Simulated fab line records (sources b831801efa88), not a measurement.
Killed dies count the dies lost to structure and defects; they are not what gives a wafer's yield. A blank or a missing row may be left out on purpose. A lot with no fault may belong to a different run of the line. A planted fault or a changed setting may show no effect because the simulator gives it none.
One fault through the eyes of 2 desks / flow gf180mcu / each desk has only its own numbers; what lay behind them comes last

== FROM THE METROLOGY DESK ==
What the gauges read for every lot (on any tool): the sampled wafers with a number, averaged. Any lot whose mean is over 4 standard deviations away from the usual mean is out of limits and marked OUT; that distance is given in the brackets.
Columns: A = M3_OVL at GF_M3_OVL_MEAS_15, usual 3 nm; B = V3_W_RS at GF_V3_RS_MEAS_24, usual 0.329 ohm/sq; C = M4_ALCU_RS at GF_M4_RS_MEAS_05, usual 0.0694 ohm/sq; D = M4_ALCU_THK at GF_M4_THK_MEAS_06, usual 450 nm
lot=L221; first seen here=day 22 13:18; A=-0; B=0.330; C=0.0692; D=457
lot=L223; first seen here=day 22 18:56; A=0; B=0.332; C=0.0701; D=446
lot=L222; first seen here=day 23 00:22; A=2; B=0.326; C=0.0690; D=447
lot=L224; first seen here=day 23 06:25; A=0; B=0.334; C=0.0692; D=455
lot=L225; first seen here=day 23 15:42; A=16; B=0.329; C=0.0693; D=447
lot=L226; first seen here=day 24 01:07; A=4; B=0.331; C=0.0681; D=458
lot=L227; first seen here=day 24 05:10; A=-3; B=0.327; C=0.0699; D=443
lot=L230; first seen here=day 25 04:02; A=-5; B=0.329; C=0.0646 (-6.9) OUT; D=491 (+6.5) OUT
lot=L240; first seen here=day 28 05:22; A=-2; B=0.328; C=0.0697; D=454
lot=L241; first seen here=day 28 13:17; A=15; B=0.335; C=0.0688; D=450
lot=L242; first seen here=day 28 15:03; A=2; B=0.328; C=0.0700; D=452
This desk finds L230 out of limits, with the earliest case on L230 at day 26 04:46 (M4_ALCU_RS at GF_M4_RS_MEAS_05). Within limits: L221, L223, L222, L224, L225, L226, L227, L240, L241, L242.

== AT THE TOOL OWNER'S DESK: pvd sputter-01 ==
The tool's own readings at GF_M4_SPUTTER_02 (material AlCu, target thk 450 nm, time 23.9 s): means of the sampled wafers that have a number, for each lot that ran on this tool. Any lot whose mean is over 4 standard deviations away from the usual mean is out of limits and marked OUT; that distance is given in the brackets.
Columns: A = throttle valve pct at GF_M4_SPUTTER_02, usual 30.3 %
lot=L221; first seen here=day 23 15:12; A=30.0
lot=L223; first seen here=day 23 20:39; A=30.2
lot=L225; first seen here=day 24 16:28; A=30.6
lot=L227; first seen here=day 25 06:04; A=30.1
lot=L230; first seen here=day 26 04:40; A=30.8
This desk found nothing out of limits on any of the 5 lots.

== PUT TOGETHER ==
An alarm was possible from the metrology desk at day 26 04:46, on L230.
The desk of the tool owner found nothing out of limits.
Tool owner's desk: L230 on record, inside its limits.
The lots listed all ran GF_M4_SPUTTER_02 on pvd sputter-01.

== WHAT THE SIMULATOR HAD PUT IN ==
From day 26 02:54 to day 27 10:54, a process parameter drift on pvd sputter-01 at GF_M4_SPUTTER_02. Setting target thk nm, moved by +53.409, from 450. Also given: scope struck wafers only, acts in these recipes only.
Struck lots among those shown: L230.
Per desk, hours elapsed from the start of the fault to the first reading out of limits: for the metrology desk, 2.
